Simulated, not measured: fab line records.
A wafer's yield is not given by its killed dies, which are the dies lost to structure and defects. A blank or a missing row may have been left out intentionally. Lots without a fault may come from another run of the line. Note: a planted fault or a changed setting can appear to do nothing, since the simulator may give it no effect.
fab line records    flow sky130
[record] lots = 6  wafers = 18  last_day = 50
route steps=708 shown LDD_N@245 LDD_P@255 PAD_OPEN@708
lots untouched by any fault: they come from a run of this same line in which no faults occurred
start_h: hours from the record's opening day to when the first of the lot's shown wafers began    wait_h: hours since the lot's step before    " repeats the value in the row above    L1.1+2: a row that stands for several wafers    - no value, or no start was given    * or withheld: withheld    < > ~ a bound
route shown NAME@n: NAME is a module with steps in the file, n the number in the route of the first one    usual: the fault-free wafers' mean and standard deviation    same: alike in all rows    chamber/n: place in a boat    sites: the reading at each site    _std_site: standard deviation across them    _edge_site: the outer-site mean with the inner-site mean subtracted    radius_mm: how far each site lies from the wafer's centre    mask NAME#n: copy n    behind: tool/chamber where the wafer was last shaped    hold: why the lot was held/for how many hours/how that ended    device: the n, p or np transistor that did not switch    end of line: at the end of the route, the tests of the same wafers    step lacking rows: just its recipe    killed: count of dies lost to structure and defects at first sort (not the wafer's yield)    map: a wafer's dies, marking killed ones x, the rest . and places with no die _
set.NAME: the run value of the setting; set.NAME@STEP: its run value at that earlier step    model.NAME: the simulator's own value behind a step, which no gauge read
lots seen at some steps along the route; tables by step, rows by wafer
services: the hour from which a tool's chamber was out of use, counted from the record's first day as start_h (under 0 if before that day), plus the number of hours and why
[[steps]]
[step SKY_LDD_N_IMPLANT_08]
[recipe] species = As  energy_kev = 20  dose_cm2 = 7.5e+13  tilt_deg = withheld  rotation_deg = 23
[step SKY_LDD_N_IMPLANT_09]
[recipe] species = As  energy_kev = 20  dose_cm2 = 7.5e+13  tilt_deg = withheld  rotation_deg = 113
[step SKY_LDD_N_IMPLANT_10]
[recipe] species = As  energy_kev = 20  dose_cm2 = 7.5e+13  tilt_deg = withheld  rotation_deg = 203
[step SKY_LDD_N_IMPLANT_11]
[recipe] species = As  energy_kev = 20  dose_cm2 = 7.5e+13  tilt_deg = withheld  rotation_deg = 293
[step SKY_LDD_N_IMPLANT_12]
[recipe] species = BF2  energy_kev = 50  dose_cm2 = 5e+12  tilt_deg = 30  rotation_deg = 0
[step SKY_LDD_N_IMPLANT_13]
[recipe] species = BF2  energy_kev = 50  dose_cm2 = 5e+12  tilt_deg = 30  rotation_deg = 90
[step SKY_LDD_N_IMPLANT_14]
[recipe] species = BF2  energy_kev = 50  dose_cm2 = 5e+12  tilt_deg = 30  rotation_deg = 180
[step SKY_LDD_N_IMPLANT_15]
[recipe] species = BF2  energy_kev = 50  dose_cm2 = 5e+12  tilt_deg = 30  rotation_deg = 270
[step SKY_LDD_N_STRIP_16]
[recipe] chemistry = O2/N2  power_w = 1400  pressure_mtorr = 1500  platen_temp_c = withheld  o2_flow_sccm = 3000  n2_flow_sccm = 300  overash_fraction = 0.5
[usual] drypump_motor_current_A = 5.5/0.47  n2_flow_sccm = 300.1/0.89  oes_product_au = 0.407/0.0046  strip_time_to_endpoint_s = 4.314/0.016
lot.wafer  tool             chamber  start_h  wait_h  drypump_motor_current_A  n2_flow_sccm  oes_product_au  rf_hours_counter_h  strip_time_to_endpoint_s
L524.1     plasma_asher-02  1        435.73   0.1     5.1                      300.9         0.408           0                   4.299
L524.4     "                0        "        "       5.2                      299.8         0.406           -                   4.322
L524.5     "                0        "        "       5.2                      300.0         0.412           -                   4.307
L525.3     plasma_asher-02  1        440.77   0.1     5.1                      299.7         0.403           -                   4.320
L525.4     "                0        "        "       5.2                      301.5         0.410           -                   4.342
L525.5     "                0        "        "       5.2                      300.9         0.408           -                   4.338
L528.1     plasma_asher-03  1        476.98   0.1     6.0                      301.1         0.406           69                  4.323
L528.4     "                0        "        "       6.1                      301.2         0.418           -                   4.310
L528.5     "                0        "        "       6.1                      301.5         0.415           -                   4.322
L530.2     plasma_asher-02  0        496.98   0.1     5.2                      301.0         0.403           6                   4.304
L530.5     "                0        "        "       5.2                      301.3         0.402           -                   4.300
L530.6     "                1        "        "       5.1                      300.3         0.409           -                   4.314
L539.2     plasma_asher-03  1        563.53   0.1     6.0                      299.3         0.409           78                  4.344
L539.3     "                1        "        "       6.0                      300.8         0.404           -                   4.335
L539.4     "                0        "        "       6.1                      300.6         0.407           -                   4.326
L543.1     plasma_asher-02  0        597.13   0.1     5.2                      300.7         0.409           16                  4.315
L543.2     "                1        "        "       5.1                      301.0         0.409           16                  4.292
L543.6     "                1        "        "       5.1                      299.3         0.399           -                   4.290
[step SKY_LDD_N_TW_MEAS_17]
[usual] LDD_N_TW = 2551/27
lot.wafer  tool           chamber  start_h  wait_h  LDD_N_TW
L524.1     film_metro-03  -        435.83   0.1     2543
L524.4     "              -        "        "       2531
L524.5     "              -        "        "       2520
L525.3     film_metro-02  -        440.85   0.1     2597
L525.4     "              -        "        "       2598
L525.5     "              -        "        "       2590
L528.1     film_metro-03  -        477.08   0.1     2538
L528.4     "              -        "        "       2548
L528.5     "              -        "        "       2524
L530.2     film_metro-02  -        497.09   0.1     2586
L530.5     "              -        "        "       2608
L530.6     "              -        "        "       2597
L539.2     film_metro-04  -        563.64   0.1     2545
L539.3     "              -        "        "       2540
L539.4     "              -        "        "       2545
L543.1     film_metro-03  -        597.23   0.1     2519
L543.2     "              -        "        "       2508
L543.6     "              -        "        "       2530
[step SKY_LDD_P_DEHYDRATE_00]
[recipe] temp_c = 200  time_s = 60
[step SKY_LDD_P_HMDS_01]
[recipe] prime_time_s = 60  prime_temp_c = 120
[step SKY_LDD_P_COAT_02]
[recipe] resist = NOVOLAK  spin_rpm = 3000  resist_thk_nm = 1140
[usual] resist_line_temp_C = 23.00/0.1  spin_speed_rpm = 2999.8/2.2
lot.wafer  tool            chamber  start_h  wait_h  resist_line_temp_C  spin_speed_rpm  model.NOVOLAK_of_LDD_P_COAT_02.thk_nm
L524.1     litho_track-03  0        451.09   0.1     23.03               2998.4          1136
L524.4     "               0        "        "       23.15               2997.0          1138
L524.5     "               0        "        "       23.06               2998.2          1139
L525.3     litho_track-02  0        456.48   0.1     23.05               3001.8          1139
L525.4     "               0        "        "       23.06               3001.2          1138
L525.5     "               0        "        "       22.92               2996.8          1137
L528.1     litho_track-02  0        492.38   0.1     22.98               3133.2          1116
L528.4     "               0        "        "       23.04               3132.7          1116
L528.5     "               0        "        "       23.01               3132.1          1115
L530.2     litho_track-02  0        512.25   0.1     22.76               3132.7          1121
L530.5     "               0        "        "       22.91               3131.7          1120
L530.6     "               0        "        "       23.00               3129.5          1121
L539.2     litho_track-01  0        578.32   0.1     22.93               3000.9          1143
L539.3     "               0        "        "       23.08               2997.6          1147
L539.4     "               0        "        "       23.06               2995.9          1145
L543.1     litho_track-03  0        611.74   0.1     22.87               3000.0          1141
L543.2     "               0        "        "       22.88               2999.6          1136
L543.6     "               0        "        "       22.99               2999.9          1138
[step SKY_LDD_P_SOFTBAKE_03]
[recipe] temp_c = 90  time_s = 60  resist = NOVOLAK
[step SKY_LDD_P_EXPOSE_04]
[recipe] mask_id = PSDM  na = 0.6  source_shape = conventional  sigma_outer = 0.6  polarization = unpolarized  target_cd_nm = 380  dose_mj = 138
[step SKY_LDD_P_PEB_05]
[recipe] temp_c = withheld  time_s = *  resist = NOVOLAK
[step SKY_LDD_P_DEVELOP_06]
[recipe] resist = NOVOLAK  developer = TMAH  develop_time_s = 60  dev_temp_c = 23
[usual] resist_line_temp_C = 22.99/0.095
lot.wafer  tool            chamber  start_h  wait_h  resist_line_temp_C  model.NOVOLAK_of_LDD_P_COAT_02.thk_nm
L524.1     litho_track-01  0        467.00   0.1     22.99               1136
L524.4     "               0        "        "       22.99               1138
L524.5     "               0        "        "       22.92               1138
L525.3     litho_track-03  0        471.69   0.1     22.92               1139
L525.4     "               0        "        "       22.97               1138
L525.5     "               0        "        "       23.01               1136
L528.1     litho_track-01  0        507.25   0.1     22.93               1115
L528.4     "               0        "        "       22.96               1115
L528.5     "               0        "        "       22.84               1115
L530.2     litho_track-03  0        527.22   0.1     23.00               1120
L530.5     "               0        "        "       23.05               1120
L530.6     "               0        "        "       23.07               1121
L539.2     litho_track-01  0        592.97   0.1     23.10               1142
L539.3     "               0        "        "       23.16               1147
L539.4     "               0        "        "       23.05               1145
L543.1     litho_track-03  0        626.34   0.1     22.92               1140
L543.2     "               0        "        "       22.96               1136
L543.6     "               0        "        "       23.11               1137
[step SKY_LDD_P_CD_MEAS_07]
[recipe] target_cd_nm = 380
[usual] cd_nm = 379.1/2.4
lot.wafer  tool       chamber  start_h  wait_h  cd_nm
L524.1     cd_sem-02  -        467.15   0.1     377.3
L524.4     "          -        "        "       375.0
L524.5     "          -        "        "       376.1
L525.3     cd_sem-01  -        471.83   0.1     377.6
L525.4     "          -        "        "       376.7
L525.5     "          -        "        "       376.3
L528.1     cd_sem-01  -        507.40   0.1     384.0
L528.4     "          -        "        "       381.7
L528.5     "          -        "        "       384.9
L530.2     cd_sem-02  -        527.36   0.1     379.9
L530.5     "          -        "        "       380.5
L530.6     "          -        "        "       381.7
L539.2     cd_sem-02  -        593.11   0.1     379.3
L539.3     "          -        "        "       378.1
L539.4     "          -        "        "       378.1
L543.1     cd_sem-01  -        626.49   0.1     380.8
L543.2     "          -        "        "       382.1
L543.6     "          -        "        "       378.8
[step SKY_LDD_P_OVL_MEAS_08]
[usual] LDD_P_OVL = -0.7/1.2
lot.wafer  tool        chamber  start_h  wait_h  LDD_P_OVL[nm]
L524.1     overlay-02  -        467.27   0.1     -1.3
L524.4     "           -        "        "       -1.1
L524.5     "           -        "        "       -2.7
L525.3     overlay-01  -        471.93   0.1     1.1
L525.4     "           -        "        "       -1.8
L525.5     "           -        "        "       0.5
L528.1     overlay-02  -        507.52   0.1     0.7
L528.4     "           -        "        "       -0.6
L528.5     "           -        "        "       0.4
L530.2     overlay-01  -        527.47   0.1     -4.5
L530.5     "           -        "        "       -1.7
L530.6     "           -        "        "       -1.9
L539.2     overlay-01  -        593.22   0.1     0.7
L539.3     "           -        "        "       -2.0
L539.4     "           -        "        "       -1.2
L543.1     overlay-01  -        626.61   0.1     0.7
L543.2     "           -        "        "       -0.5
L543.6     "           -        "        "       -0.2
[step SKY_LDD_P_IMPLANT_09]
[recipe] species = BF2  energy_kev = 25  dose_cm2 = 1e+13  tilt_deg = withheld
[step SKY_LDD_P_STRIP_10]
[recipe] chemistry = O2/N2  power_w = 1400  pressure_mtorr = 1500  platen_temp_c = withheld  o2_flow_sccm = 3000  n2_flow_sccm = 300  overash_fraction = 0.5
[usual] drypump_motor_current_A = 5.7/0.5  n2_flow_sccm = 300.1/0.8  oes_product_au = 0.716/0.0045  strip_time_to_endpoint_s = 14.17/0.038
lot.wafer  tool             chamber  start_h  wait_h  drypump_motor_current_A  n2_flow_sccm  oes_product_au  rf_hours_counter_h  strip_time_to_endpoint_s
L524.1     plasma_asher-03  0        467.45   0.1     6.1                      299.6         0.714           68                  14.14
L524.4     "                1        "        "       6.0                      299.8         0.719           -                   14.15
L524.5     "                1        "        "       6.0                      299.7         0.712           -                   14.16
L525.3     plasma_asher-04  1        472.13   0.1     6.1                      300.4         0.718           -                   14.16
L525.4     "                0        "        "       4.8                      300.4         0.711           -                   14.17
L525.5     "                0        "        "       4.8                      300.6         0.714           -                   14.13
L528.1     plasma_asher-04  1        507.70   0.1     6.1                      299.9         0.714           75                  13.89
L528.4     "                1        "        "       6.1                      299.9         0.716           -                   13.90
L528.5     "                0        "        "       4.8                      300.5         0.717           -                   13.88
L530.2     plasma_asher-04  1        527.65   0.1     6.1                      299.5         0.710           77                  13.95
L530.5     "                0        "        "       4.8                      299.5         0.705           -                   13.94
L530.6     "                1        "        "       6.1                      299.9         0.722           -                   13.95
L539.2     plasma_asher-04  0        593.40   0.1     4.8                      299.7         0.717           84                  14.21
L539.3     "                0        "        "       4.8                      300.2         0.722           -                   14.26
L539.4     "                1        "        "       6.1                      299.5         0.721           -                   14.25
L543.1     plasma_asher-01  1        626.80   0.1     5.3                      300.6         0.718           52                  14.21
L543.2     "                0        "        "       6.0                      300.5         0.719           52                  14.14
L543.6     "                0        "        "       6.0                      300.9         0.719           -                   14.14
[step SKY_LDD_P_TW_MEAS_11]
[usual] LDD_P_TW = 630/6.9
lot.wafer  tool           chamber  start_h  wait_h  LDD_P_TW
L524.1     film_metro-04  -        467.55   0.1     623
L524.4     "              -        "        "       627
L524.5     "              -        "        "       626
L525.3     film_metro-01  -        472.22   0.1     635
L525.4     "              -        "        "       636
L525.5     "              -        "        "       637
L528.1     film_metro-01  -        507.80   0.1     634
L528.4     "              -        "        "       636
L528.5     "              -        "        "       638
L530.2     film_metro-01  -        527.76   0.1     635
L530.5     "              -        "        "       632
L530.6     "              -        "        "       635
L539.2     film_metro-03  -        593.51   0.1     625
L539.3     "              -        "        "       625
L539.4     "              -        "        "       620
L543.1     film_metro-01  -        626.90   0.1     631
L543.2     "              -        "        "       634
L543.6     "              -        "        "       634
[step SKY_PAD_OPEN_PROBE_99]
[usual] killed_at_M0_to_M3 = 42/6.7  killed_at_M4_up = 3.3/2.1  killed_at_contacts = 24/5.1  killed_at_front_end = 15/4.6  killed_at_other = 0.3/0.58  killed_dies = 85/9.9  killed_open = 46/6.9  killed_short = 38/7
[same] gross_dies = 492  killed_at_back_side = 0
lot.wafer  tool       chamber  start_h  wait_h  killed_at_M0_to_M3  killed_at_M4_up  killed_at_contacts  killed_at_front_end  killed_at_other  killed_dies  killed_open  killed_short
L525.3     prober-01  -        1104.63  0.2     40                  4                25                  18                   0                87           45           42
L525.4     prober-01  -        1104.68  0.2     31                  1                21                  10                   0                63           37           26
L525.5     prober-01  -        1104.73  0.2     45                  3                29                  21                   0                98           50           48
// killed by level:class
L525.3 LOCAL_INTERCONNECT:geometric_particle:short=8 LI_CONTACT:geometric_particle:open=7 VIA1:geometric_particle:open=7 VIA2:geometric_particle:open=7 VIA3:geometric_particle:open=7 CONTACT:geometric_particle:open=6 FIELD_ISO:geometric_particle:open=5 POLY_GATE:geometric_particle:short=5
L525.4 CONTACT:geometric_particle:open=9 LI_CONTACT:geometric_particle:open=8 METAL2:geometric_particle:short=5 POLY_GATE:geometric_particle:short=4 VIA1:geometric_particle:open=4 METAL1:geometric_particle:open=3 VIA1:geometric_particle:short=3 METAL2:geometric_particle:open=3
L525.5 CONTACT:geometric_particle:open=10 LI_CONTACT:geometric_particle:open=9 VIA1:geometric_particle:open=9 VIA2:geometric_particle:open=7 POLY_GATE:geometric_particle:short=6 VIA3:geometric_particle:open=6 FIELD_ISO:geometric_particle:open=5 CONTACT:geometric_particle:short=5
[[services]]
tool             chamber  start_h  hours  kind
plasma_asher-02  -        421.25   9.0    pm
plasma_asher-02  0        421.25   9.0    vent_cycle
plasma_asher-02  1        421.25   9.0    vent_cycle
plasma_asher-02  -        430.25   2.8    pm
plasma_asher-02  0        430.25   -      clean
plasma_asher-02  1        430.25   -      clean
plasma_asher-03  -        542.43   2.7    repair
plasma_asher-03  -        592.03   2.8    pm
plasma_asher-03  -        595.31   6.1    repair
plasma_asher-02  -        619.08   15.6   pm
[[key]]
[first_sign] step = SKY_LDD_P_COAT_02  reading = spin_speed_rpm  direction = up  sigmas = 61  usual = 2999.8  struck = 3132.0
[effect] step = SKY_LDD_P_STRIP_10  reading = strip_time_to_endpoint_s  direction = down  sigmas = 6.6  usual = *  struck = *
[model_effect] step = SKY_LDD_P_COAT_02  value = NOVOLAK_of_LDD_P_COAT_02.thk_nm  without = 1142  struck = 1118
[model_effect] step = SKY_LDD_P_DEVELOP_06  value = NOVOLAK_of_LDD_P_COAT_02.thk_nm  without = 1142  struck = 1118
met_at SKY_LDD_P_COAT_02
struck_wafers L528.1,L528.4,L528.5,L530.2,L530.5,L530.6
tester_left_out L528,L530
onset_between 456.48 492.38
[fault] kind = process_parameter_drift  tool = litho_track-02  chamber = -  onset_h = 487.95  steps = SKY_LDD_P_COAT_02  channel = spin_rpm  offset = 130.54  shape = step  end_h = 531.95  acts_in = these_recipes_only  stated = 3000
// tester_left_out: of these lots the tester's yield and bins aren't shown, on N5 and GAA mostly nor the transistor test; their killed dies are dies lost to structure and defects alone, not to doping, threshold or leakage, so they don't give the yield
